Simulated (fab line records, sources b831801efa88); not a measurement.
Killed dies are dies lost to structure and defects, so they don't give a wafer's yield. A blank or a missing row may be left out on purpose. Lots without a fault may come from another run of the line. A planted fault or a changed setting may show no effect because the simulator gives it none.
Which tool did it? | flow gf180mcu | 12 lots, 33 wafers sampled, at 6 steps of a route of 602

WHAT THE GAUGES READ, wafer by wafer
GF_NSD_CD_MEAS_07: target cd 400 nm. Usual: cd_nm 400.3 nm, standard deviation 3.
lot  | measured     | on        | cd_nm (nm)        | flag
L643 | day 13 20:34 | cd_sem-02 | 398.9 401.1 398.1 |
L644 | day 14 06:24 | cd_sem-02 | 399.2 398.9 402.4 |
L647 | day 15 08:58 | cd_sem-02 | 401.7 402.0 400.9 |
L648 | day 15 12:36 | cd_sem-01 | 394.1 395.1 394.6 |
L649 | day 16 03:23 | cd_sem-01 | 394.4 395.0 396.9 |
L653 | day 17 15:52 | cd_sem-01 | 400.2 400.2 401.0 |
L655 | day 18 06:48 | cd_sem-01 | 403.1 402.7       |
L656 | day 18 18:49 | cd_sem-01 | 406.0 410.8       |
L658 | day 19 06:20 | cd_sem-02 | 397.3 397.6       |
L661 | day 20 10:58 | cd_sem-01 | 399.1 397.1 396.6 |
L662 | day 21 00:01 | cd_sem-01 | 400.7 400.8 401.0 |
L663 | day 21 03:14 | cd_sem-01 | 402.1 402.6 399.5 |

GF_PSD_TW_MEAS_11. Usual: PSD_TW 3154, standard deviation 18.
lot  | measured     | on            | PSD_TW         | flag
L643 | day 14 17:46 | film_metro-03 | 3152 3160 3178 |
L644 | day 15 04:10 | film_metro-01 | 3160 3151 3158 |
L647 | day 16 06:10 | film_metro-01 | 3187 3141 3166 |
L648 | day 16 10:47 | film_metro-01 | 3161 3174 3160 |
L649 | day 17 02:17 | film_metro-03 | 3176 3169 3173 |
L653 | day 18 15:56 | film_metro-01 | 3178 3166 3183 |
L655 | day 19 08:07 | film_metro-04 | 3134 2984      | OFF
L656 | day 19 19:49 | film_metro-04 | 3151 2987      | OFF
L658 | day 20 07:47 | film_metro-01 | 3164 3032      | OFF
L661 | day 21 11:53 | film_metro-01 | 3139 3138 3133 |
L662 | day 22 00:04 | film_metro-04 | 3152 3144 3163 |
L663 | day 22 03:34 | film_metro-04 | 3145 3140 3163 |

GF_PSD_RS_MEAS_15: measures by four-point-probe. Usual: PSD_RS 108.58 ohm/sq, standard deviation 0.25.
lot  | measured     | on            | PSD_RS (ohm/sq)      | flag
L643 | day 14 18:05 | film_metro-04 | 108.34 108.75 108.45 |
L644 | day 15 04:28 | film_metro-03 | 108.71 108.63 108.74 |
L647 | day 16 06:34 | film_metro-01 | 108.70 108.56 108.62 |
L648 | day 16 11:13 | film_metro-01 | 108.35 108.20 108.07 |
L649 | day 17 02:37 | film_metro-03 | 108.52 108.92 108.82 |
L653 | day 18 16:16 | film_metro-03 | 108.44 108.87 108.54 |
L655 | day 19 08:26 | film_metro-01 | 108.60 120.42        | OFF
L656 | day 19 20:07 | film_metro-01 | 108.39 121.08        | OFF
L658 | day 20 08:07 | film_metro-04 | 108.65 120.28        | OFF
L661 | day 21 12:13 | film_metro-03 | 108.10 108.65 108.46 |
L662 | day 22 00:23 | film_metro-03 | 108.79 108.97 108.78 |
L663 | day 22 03:55 | film_metro-01 | 108.66 108.71 108.55 |

GF_SAB_OVL_MEAS_10. Usual: SAB_OVL -0.2 nm, standard deviation 1.4.
lot  | measured     | on         | SAB_OVL (nm)   | flag
L643 | day 15 14:26 | overlay-01 | -0.5 0.8 -0.3  |
L644 | day 16 00:53 | overlay-01 | 1.1 1.5 1.8    |
L647 | day 17 04:23 | overlay-02 | 1.3 1.1 -1.2   |
L648 | day 17 09:47 | overlay-01 | 1.7 0.2 1.0    |
L649 | day 18 01:43 | overlay-01 | -0.2 -0.3 -1.0 |
L653 | day 19 16:50 | overlay-02 | -2.6 -3.1 -3.2 |
L655 | day 20 09:22 | overlay-02 | -0.3 -1.0      |
L656 | day 20 20:31 | overlay-02 | -1.3 -0.9      |
L658 | day 21 08:23 | overlay-01 | 0.5 -0.9       |
L661 | day 22 11:31 | overlay-01 | -1.4 -1.6 -0.2 |
L662 | day 22 23:20 | overlay-02 | 0.1 -1.2 -0.6  |
L663 | day 23 02:32 | overlay-01 | -2.2 0.3 -1.4  |

WHICH TOOL RAN EACH LOT (tool, then ch and the chambers of the sampled wafers, then the start)
lot  | GF_PSD_IMPLANT_09               | GF_PSD_STRIP_10
L643 | implanter-04 ch 0, day 14 17:31 | plasma_asher-04 ch 0,1, day 14 17:39
L644 | implanter-03 ch 0, day 15 03:55 | plasma_asher-01 ch 0,1, day 15 04:04
L647 | implanter-04 ch 0, day 16 05:55 | plasma_asher-04 ch 1, day 16 06:03
L648 | implanter-04 ch 0, day 16 10:35 | plasma_asher-01 ch 0,1, day 16 10:41
L649 | implanter-03 ch 0, day 17 02:04 | plasma_asher-01 ch 0,1, day 17 02:11
L653 | implanter-03 ch 0, day 18 15:43 | plasma_asher-01 ch 0,1, day 18 15:50
L655 | implanter-03 ch 0, day 19 07:52 | plasma_asher-01 ch 1, day 19 08:01
L656 | implanter-03 ch 0, day 19 19:34 | plasma_asher-04 ch 0, day 19 19:43
L658 | implanter-03 ch 0, day 20 07:34 | plasma_asher-04 ch 0,1, day 20 07:41
L661 | implanter-04 ch 0, day 21 11:38 | plasma_asher-01 ch 0, day 21 11:47
L662 | implanter-04 ch 0, day 21 23:50 | plasma_asher-03 ch 0,1, day 21 23:57
L663 | implanter-04 ch 0, day 22 03:21 | plasma_asher-03 ch 0,1, day 22 03:29
- GF_PSD_IMPLANT_09
- GF_PSD_STRIP_10: strips in O2/N2.

WHAT THE TOOLS THEMSELVES READ (means of the sampled wafers that have a number; where no wafer has one, the mark that the record gives instead)
GF_PSD_IMPLANT_09. Usual: beam_on_s 10.00 s, standard deviation 0.19; faraday_current_uA 8245, standard deviation 150; tilt_deg 6.998 degrees, standard deviation 0.021.
lot  | tool         | beam_on_s (s) | faraday_current_uA | tilt_deg (degrees) | flag
L643 | implanter-04 | 10.01         | 8232               | 7.032              |
L644 | implanter-03 | 10.09         | 8168               | 6.972              |
L647 | implanter-04 | 9.96          | 8276               | 6.996              |
L648 | implanter-04 | 10.13         | 8128               | 6.964              |
L649 | implanter-03 | 9.84          | 8358               | 6.970              |
L653 | implanter-03 | 9.91          | 8337               | 6.995              |
L655 | implanter-03 | 9.04          | 9245               | 6.979              | OFF
L656 | implanter-03 | 9.14          | 9120               | 6.988              | OFF
L658 | implanter-03 | 8.93          | 9410               | 7.022              | OFF
L661 | implanter-04 | 10.09         | 8178               | 6.996              |
L662 | implanter-04 | 9.94          | 8304               | 7.007              |
L663 | implanter-04 | 10.11         | 8153               | 6.987              |

GF_PSD_STRIP_10. Usual: chamber_pressure_mTorr 1500.0 mTorr, standard deviation 1.4; drypump_motor_current_A 5.6 A, standard deviation 0.49; heater_power_w 313 W, standard deviation 30; oes_product_au 0.592 a.u., standard deviation 0.0049; strip_time_to_endpoint_s 16.52 s, standard deviation 0.034.
lot  | tool            | chamber_pressure_mTorr (mTorr) | drypump_motor_current_A (A) | heater_power_w (W) | oes_product_au (a.u.) | strip_time_to_endpoint_s (s) | flag
L643 | plasma_asher-04 | 1499.8                         | 5.4                         | 301                | 0.592                 | 16.55                        |
L644 | plasma_asher-01 | 1500.1                         | 5.6                         | 295                | 0.594                 | 16.45                        |
L647 | plasma_asher-04 | 1499.2                         | 6.4                         | 317                | 0.590                 | 16.53                        |
L648 | plasma_asher-01 | 1498.9                         | 5.6                         | 301                | 0.585                 | 16.45                        |
L649 | plasma_asher-01 | 1500.4                         | 5.6                         | 299                | 0.596                 | 16.54                        |
L653 | plasma_asher-01 | 1499.2                         | 5.6                         | 298                | 0.595                 | 16.52                        |
L655 | plasma_asher-01 | 1501.0                         | 5.7                         | 310                | 0.603                 | 16.15                        | OFF
L656 | plasma_asher-04 | 1499.5                         | 4.9                         | 264                | 0.605                 | 16.17                        | OFF
L658 | plasma_asher-04 | 1499.9                         | 5.6                         | 290                | 0.595                 | 16.16                        | OFF
L661 | plasma_asher-01 | 1501.3                         | 5.6                         | 296                | 0.594                 | 16.53                        |
L662 | plasma_asher-03 | 1499.9                         | 5.8                         | 358                | 0.589                 | 16.57                        |
L663 | plasma_asher-03 | 1499.2                         | 5.7                         | 362                | 0.589                 | 16.52                        |

THE ANSWER, worked out from the rows above alone
Rule: a lot is off if the mean of its wafers that have a number lies more than 3 standard deviations from the usual mean. A lot without any number at a reading at which 4 lots or more have one is off too. The other lots that the step has rows for count as sound. The gauges are gone through in route order, then the tools' own readings, and for those a lot's mean is taken as printed above. The first step at which some lot is off is used, and at that step the reading that is off furthest; a lot without a number counts as furthest.
Off: L655, L656, L658, at GF_PSD_TW_MEAS_11 (PSD_TW).
A tool fits if, at a process step before that reading, it ran every lot that is off, and no sound lot after the first of them. The gauges at GF_PSD_TW_MEAS_11 aren't tried: what is off there is off at GF_PSD_IMPLANT_09 too, on other tools, and a gauge's error can't cause that. One fits: implanter-03 at GF_PSD_IMPLANT_09. Its last sound lot is L653 (day 18 15:43), its first lot that is off L655 (day 19 07:52): a fault that began between those two fits.
The tool's own readings at GF_PSD_IMPLANT_09 bear it out: on the lots that are off they differ by more than 5 times the standard deviation of the sound lots' means. beam_on_s reads 9.04 s there against 10.01 s on the sound lots; faraday_current_uA reads 9258 there against 8237 on the sound lots.

WHAT THE SIMULATOR HAD PUT IN
Process parameter drift: implanter-03, from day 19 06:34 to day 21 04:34, at GF_PSD_IMPLANT_09. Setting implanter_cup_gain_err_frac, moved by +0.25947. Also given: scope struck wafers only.
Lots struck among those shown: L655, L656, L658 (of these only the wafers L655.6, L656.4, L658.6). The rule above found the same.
